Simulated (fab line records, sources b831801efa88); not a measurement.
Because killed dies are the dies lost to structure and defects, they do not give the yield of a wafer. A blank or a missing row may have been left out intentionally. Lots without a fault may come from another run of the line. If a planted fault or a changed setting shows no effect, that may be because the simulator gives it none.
Matching of chambers    flow gf180mcu    GF_V2_CMP_26 on cmp-02: 4 sister chambers
The step polishes, stops on SiO2, t overpolish 15 s, target thk 0 nm. 8 wafers are shown with their chamber, then 7 later ones without.

== WAFERS WITH THEIR CHAMBER ==
wafer   chamber  motor-current-A (A)  time-to-endpoint-s (s)
L243.3  0        11.5                 87
L244.3  1        9.6                  85
L244.4  2        11.4                 88
L247.2  0        12.2                 88
L247.3  1        9.6                  84
L249.5  3        12.0                 81
L249.6  2        11.0                 92
L259.3  3        12.2                 81

== WAFERS WITH NO CHAMBER GIVEN ==
wafer   motor-current-A (A)  time-to-endpoint-s (s)
L259.6  9.8                  85
L260.3  9.7                  82
L260.5  11.8                 80
L260.6  12.2                 86
L261.3  11.4                 84
L261.5  12.6                 84
L261.6  12.2                 86

== WHICH CHAMBER EACH WENT THROUGH ==
wafer   from the rows above           in truth
L259.6  1                             1
L260.3  1                             1
L260.5  3                             3
L260.6  can't be placed: 0 or 3       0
L261.3  can't be placed: 0 or 3 or 2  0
L261.5  can't be placed: 3 or 0       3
L261.6  can't be placed: 0 or 3       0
Correct placement for 3 of the 7. From these rows, 4 cannot be placed; in 4 the true chamber is one of the candidates. Number placed wrongly: 0.
How it was worked out, from the rows above alone: a wafer's distance from a chamber is the root of the sum, over the readings, of the square of ((its reading less the chamber's mean) divided by the reading's scatter). The wafer belongs to the nearest chamber; if the next one is less than 2 further off, it can't be placed. The mean given for a chamber averages the wafers shown for that chamber. The scatter: take each reading less its chamber's mean, square it, sum over the shown wafers, divide by the number of wafers less the number of chambers, and take the root.
